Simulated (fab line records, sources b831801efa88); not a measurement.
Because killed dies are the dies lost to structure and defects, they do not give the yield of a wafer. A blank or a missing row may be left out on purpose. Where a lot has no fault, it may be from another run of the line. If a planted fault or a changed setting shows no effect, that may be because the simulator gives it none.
Problem report, 8D (eight disciplines) form, completed by code | flow sky130 | the parts of the form that need people (team, actions taken, sign-off) are left out

## 1. THE PROBLEM
Mean VT_ADJUST_LVTN_2_TW at SKY_VT_ADJUST_LVTN_TW_MEAS_21: 220.6 over 9 wafers in 3 lots; fault-free wafers: 188.0, standard deviation 1.3. Relative to the usual mean, that is a shift of +25 standard deviations.
Seen first at day 11 19:43 on film_metro-02, wafer L155.2. Wafers with a number at this step in the record: 36, from 12 lots. Rule for "out" (also "out of limits"): further than 4 standard deviations from the usual mean. The other wafers with a number count as sound.

## 2. WHAT IT IS, AND WHAT IT ISN'T
question                    | is                           | is not
which readings at this step | VT_ADJUST_LVTN_2_TW          | -
which lots                  | L155, L157, L158             | L141, L142, L144, L145, L147, L151, L152, L159, L164
which wafers of those lots  | all that have a number       | -
read on which gauges        | film_metro-01, film_metro-02 | film_metro-04
when                        | from day 11 19:43            | up to then (21 sound wafers); but 6 sound wafers of L159, L164 came after

## 3. SUSPECTS, AND WHAT RULES EACH OUT
Counting: any tool at a process step up to the reading is kept as a suspect provided that every lot that is out went through it and no sound lot did after the first of them.
- the gauge at SKY_VT_ADJUST_LVTN_TW_MEAS_21 has been ruled out. The wafers that are out were read on 2 gauges (film_metro-01, film_metro-02).
- implanter-04 at SKY_VT_ADJUST_LVTN_IMPLANT_19: kept. It processed each lot that is out, first L155 at day 11 19:29, and no sound lot thereafter; up to then, the last sound lot it processed was L152 at day 11 01:34. Its own dose_ions_cm2, faraday_current_uA readings are out on those wafers.
Remaining after the count: implanter-04 at SKY_VT_ADJUST_LVTN_IMPLANT_19.

## 4. THE CAUSE (what the simulator had put in)
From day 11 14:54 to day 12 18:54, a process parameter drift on implanter-04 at SKY_VT_ADJUST_LVTN_IMPLANT_19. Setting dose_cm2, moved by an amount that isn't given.
Counting left only this tool.

## 5. THE CHAIN OF EFFECTS, in route order
Rows list readings where the struck wafers' mean (over those with a number) sits beyond 3 standard deviations from the usual. Scope: only readings with a usual standard deviation given in the record; hours: median across lots of the time from each lot's start at the first step in this table that gives one to its start at this step; sigmas: change in usual standard deviations.
hours | step                          | reading             | usual     | on struck wafers | change     | sigmas
0     | SKY_VT_ADJUST_LVTN_IMPLANT_19 | dose_ions_cm2       | 6.498e+11 | 1.177e+12        | +5.273e+11 | +99 or more
0     | SKY_VT_ADJUST_LVTN_IMPLANT_19 | faraday_current_uA  | 3.68      | 6.71             | +3.03      | +41
0     | SKY_VT_ADJUST_LVTN_TW_MEAS_21 | VT_ADJUST_LVTN_2_TW | 188.0     | 220.6            | +32.6      | +25
Its process steps:
- SKY_VT_ADJUST_LVTN_IMPLANT_19
Later steps that measure or inspect, where all struck wafers having a row at the step show a number for every such reading and not one has moved that far: SKY_VT_ADJUST_HVTR_OVL_MEAS_08.

## 6. HOW IT WOULD HAVE BEEN CAUGHT EARLIER
In this record the first reading out of limits at a measuring or inspecting step was taken at day 11 19:43, 5 hours after the fault began at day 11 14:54.
The tool's own readings at SKY_VT_ADJUST_LVTN_IMPLANT_19 were out on every struck wafer that the step has a row for (dose_ions_cm2, faraday_current_uA): an alarm limit on them would have fired on the first of those.
Of the lots that are out (3), L157, L158 began SKY_VT_ADJUST_LVTN_IMPLANT_19 on implanter-04 after day 11 19:43. A hold on the tool at that time would have spared those 2.
